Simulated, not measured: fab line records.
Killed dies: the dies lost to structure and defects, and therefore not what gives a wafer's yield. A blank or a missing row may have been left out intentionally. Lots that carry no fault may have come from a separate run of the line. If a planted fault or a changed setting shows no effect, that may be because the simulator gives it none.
Split-lot experiment || flow sky130 || 23 wafers read from 5 lots, route of 708 steps

THE SPLIT ITSELF
At SKY_FIELD_ISO_EXPOSE_10 (exposes mask FOM, target cd 150 nm), the setting dose_mj was moved away from the recipe's 28 on 8 of the 23 wafers read, by -5.5% to +4.7%. This setting was run at the recipe's value on the other wafers.

FROM THE SPLIT TO THE READING: what the file shows between them, 2 steps
- SKY_FIELD_ISO_PEB_11
- SKY_FIELD_ISO_DEVELOP_12: develop time 60 s

THE READING
Shown in nm: cd_nm at SKY_FIELD_ISO_CD_MEAS_13, with target cd 150 nm. A value of 150.3 nm with a standard deviation of 0.96 nm is what fault-free wafers of this fab line usually give.

{"wafer": "L075.1", "tool, chamber at the split": "krf_scanner-01, 0", "dose_mj as run": 28, "against the recipe": "recipe", "cd_nm, nm": 149.5, "against lot-mates on the recipe": "-"}
{"wafer": "L075.2", "tool, chamber at the split": "krf_scanner-01, 0", "dose_mj as run": 28, "against the recipe": "recipe", "cd_nm, nm": 152.0, "against lot-mates on the recipe": "-"}
{"wafer": "L075.3", "tool, chamber at the split": "krf_scanner-01, 0", "dose_mj as run": 26.59, "against the recipe": "-5.0%", "cd_nm, nm": 161.0, "against lot-mates on the recipe": "+10.1"}
{"wafer": "L075.4", "tool, chamber at the split": "krf_scanner-01, 0", "dose_mj as run": 28, "against the recipe": "recipe", "cd_nm, nm": 151.3, "against lot-mates on the recipe": "-"}
{"wafer": "L075.5", "tool, chamber at the split": "krf_scanner-01, 0", "dose_mj as run": 26.59, "against the recipe": "-5.0%", "cd_nm, nm": 161.0, "against lot-mates on the recipe": "+10.1"}
{"wafer": "L078.2", "tool, chamber at the split": "krf_scanner-02, 0", "dose_mj as run": 29.33, "against the recipe": "+4.7%", "cd_nm, nm": 140.3, "against lot-mates on the recipe": -9.8}
{"wafer": "L078.3", "tool, chamber at the split": "krf_scanner-02, 0", "dose_mj as run": 29.33, "against the recipe": "+4.7%", "cd_nm, nm": 140.7, "against lot-mates on the recipe": -9.4}
{"wafer": "L078.4", "tool, chamber at the split": "krf_scanner-02, 0", "dose_mj as run": 29.33, "against the recipe": "+4.7%", "cd_nm, nm": 141.1, "against lot-mates on the recipe": -9.0}
{"wafer": "L078.5", "tool, chamber at the split": "krf_scanner-02, 0", "dose_mj as run": 28, "against the recipe": "recipe", "cd_nm, nm": 149.7, "against lot-mates on the recipe": "-"}
{"wafer": "L078.6", "tool, chamber at the split": "krf_scanner-02, 0", "dose_mj as run": 28, "against the recipe": "recipe", "cd_nm, nm": 150.4, "against lot-mates on the recipe": "-"}
{"wafer": "L079.2", "tool, chamber at the split": "krf_scanner-01, 0", "dose_mj as run": 26.47, "against the recipe": "-5.5%", "cd_nm, nm": 161.0, "against lot-mates on the recipe": "+10.2"}
{"wafer": "L079.3", "tool, chamber at the split": "krf_scanner-01, 0", "dose_mj as run": 26.47, "against the recipe": "-5.5%", "cd_nm, nm": 161.1, "against lot-mates on the recipe": "+10.3"}
{"wafer": "L079.4", "tool, chamber at the split": "krf_scanner-01, 0", "dose_mj as run": 28, "against the recipe": "recipe", "cd_nm, nm": 150.6, "against lot-mates on the recipe": "-"}
{"wafer": "L079.5", "tool, chamber at the split": "krf_scanner-01, 0", "dose_mj as run": 26.47, "against the recipe": "-5.5%", "cd_nm, nm": 161.2, "against lot-mates on the recipe": "+10.4"}
{"wafer": "L079.6", "tool, chamber at the split": "krf_scanner-01, 0", "dose_mj as run": 28, "against the recipe": "recipe", "cd_nm, nm": 150.9, "against lot-mates on the recipe": "-"}
{"wafer": "L080.2", "tool, chamber at the split": "krf_scanner-01, 0", "dose_mj as run": 28, "against the recipe": "recipe", "cd_nm, nm": 151.4, "against lot-mates on the recipe": "-"}
{"wafer": "L080.3", "tool, chamber at the split": "krf_scanner-01, 0", "dose_mj as run": 28, "against the recipe": "recipe", "cd_nm, nm": 149.6, "against lot-mates on the recipe": "-"}
{"wafer": "L080.4", "tool, chamber at the split": "krf_scanner-01, 0", "dose_mj as run": 28, "against the recipe": "recipe", "cd_nm, nm": 149.8, "against lot-mates on the recipe": "-"}
{"wafer": "L080.5", "tool, chamber at the split": "krf_scanner-01, 0", "dose_mj as run": 28, "against the recipe": "recipe", "cd_nm, nm": 149.8, "against lot-mates on the recipe": "-"}
{"wafer": "L080.6", "tool, chamber at the split": "krf_scanner-01, 0", "dose_mj as run": 28, "against the recipe": "recipe", "cd_nm, nm": 149.8, "against lot-mates on the recipe": "-"}
{"wafer": "L084.1", "tool, chamber at the split": "krf_scanner-01, 0", "dose_mj as run": 28, "against the recipe": "recipe", "cd_nm, nm": 149.7, "against lot-mates on the recipe": "-"}
{"wafer": "L084.3", "tool, chamber at the split": "krf_scanner-01, 0", "dose_mj as run": 28, "against the recipe": "recipe", "cd_nm, nm": 149.9, "against lot-mates on the recipe": "-"}
{"wafer": "L084.6", "tool, chamber at the split": "krf_scanner-01, 0", "dose_mj as run": 28, "against the recipe": "recipe", "cd_nm, nm": 149.8, "against lot-mates on the recipe": "-"}

FIT RESULTS
A straight line over all 23 wafers: cd_nm changes by -2.03 nm for each +1% of dose_mj; r = -0.99; the points scatter about the line by 0.68 nm.
The same after taking each lot's own level away (the mean of its wafers on the recipe; 23 wafers): -1.95 nm for each +1%; r = -1.00; scatter 0.56 nm.
On that fit, the largest move of dose_mj shifts the reading by 11 nm.
The lots' own levels span 149.80 to 150.93 nm, that is 1.2 times the standard deviation above.
The two slopes are in agreement: the lot-to-lot level therefore moves the slope only a little.
Check: +10.7 nm against its lot-mates is what the line predicts for one of the wafers moved furthest among these (-5.5%) when that wafer is left out of the fit. Against them it came out at +10.2 nm.

THE WHOLE CHAIN: every reading that the file lists as answering this split, in the file's order
{"step": "SKY_FIELD_ISO_CD_MEAS_13", "what it does": "target cd 150 nm", "reading": "cd_nm", "change (the file's fit)": "-1.95 nm for each +1% of the setting", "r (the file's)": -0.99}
{"step": "SKY_FIELD_ISO_ETCH_14", "what it does": "etches BARC in N2/H2, stops on SiO2, time 45.9 s, target depth 60 nm", "reading": "FIELD_ISO.cd_nm (the simulator's own value, which no gauge read)", "change (the file's fit)": "-1.89 nm for each +1% of the setting", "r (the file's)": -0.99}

THE FILE'S OWN FIT
cd_nm changes by -1.95 nm for each +1% of dose_mj, r = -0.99.
